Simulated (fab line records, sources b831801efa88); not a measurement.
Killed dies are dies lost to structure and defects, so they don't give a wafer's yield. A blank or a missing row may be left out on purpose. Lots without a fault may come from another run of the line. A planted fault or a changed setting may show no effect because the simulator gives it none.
Chamber matching | flow sky130 | SKY_VIA1_CMP_02 on cmp-01: 4 sister chambers
The step polishes SiO2. 15 wafers are shown with their chamber, then 7 later ones without.

WAFERS WITH THEIR CHAMBER
wafer  | chamber | motor_current_A (A) | head_pressure_psi (psi)
L887.3 | 0       | 11.3                | 4.014
L887.4 | 2       | 11.3                | 4.000
L887.6 | 1       | 10.2                | 4.010
L888.1 | 3       | 12.8                | 4.008
L888.4 | 2       | 11.8                | 4.030
L888.6 | 0       | 11.8                | 4.017
L892.1 | 2       | 11.2                | 3.993
L892.2 | 0       | 10.5                | 4.004
L892.6 | 0       | 11.2                | 4.001
L893.1 | 3       | 13.3                | 3.998
L893.4 | 0       | 10.8                | 3.992
L893.6 | 0       | 11.5                | 4.006
L894.1 | 2       | 11.4                | 4.010
L894.3 | 3       | 13.6                | 4.007
L894.5 | 3       | 13.8                | 4.013

SIGNATURES (means of the wafers above)
reading           | chamber 0 | chamber 1 | chamber 2 | chamber 3 | scatter within a chamber
motor_current_A   | 11.183    | 10.200    | 11.425    | 13.375    | 0.414
head_pressure_psi | 4.00567   | 4.01000   | 4.00825   | 4.00650   | 0.0109
Rule: a wafer's distance from a chamber is the root of the sum, over the readings, of the square of ((its reading less the chamber's mean) divided by the reading's scatter). The wafer belongs to the nearest chamber; if the next one is less than 2 further off, it can't be placed. The scatter: the root of (the sum of the squares of (reading less its chamber's mean) over the shown wafers, divided by (wafers less chambers)).

WAFERS WITHOUT THEIR CHAMBER
wafer  | motor_current_A (A) | head_pressure_psi (psi)
L895.1 | 11.5                | 4.007
L895.5 | 13.5                | 4.007
L895.6 | 11.2                | 4.005
L898.6 | 11.3                | 3.994
L906.4 | 11.5                | 3.986
L906.5 | 11.2                | 3.982
L906.6 | 13.2                | 3.990

WHICH CHAMBER EACH WENT THROUGH
wafer  | from the rows above          | in truth
L895.1 | can't be placed: 2 or 0      | 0
L895.5 | 3                            | 3
L895.6 | can't be placed: 0 or 2      | 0
L898.6 | can't be placed: 0 or 2 or 1 | 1
L906.4 | can't be placed: 0 or 2 or 1 | 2
L906.5 | can't be placed: 0 or 2 or 1 | 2
L906.6 | 3                            | 3
Placed correctly: 2 of 7. Can't be placed from these rows: 5 (the true chamber is among the candidates in 5). Placed wrongly: 0.
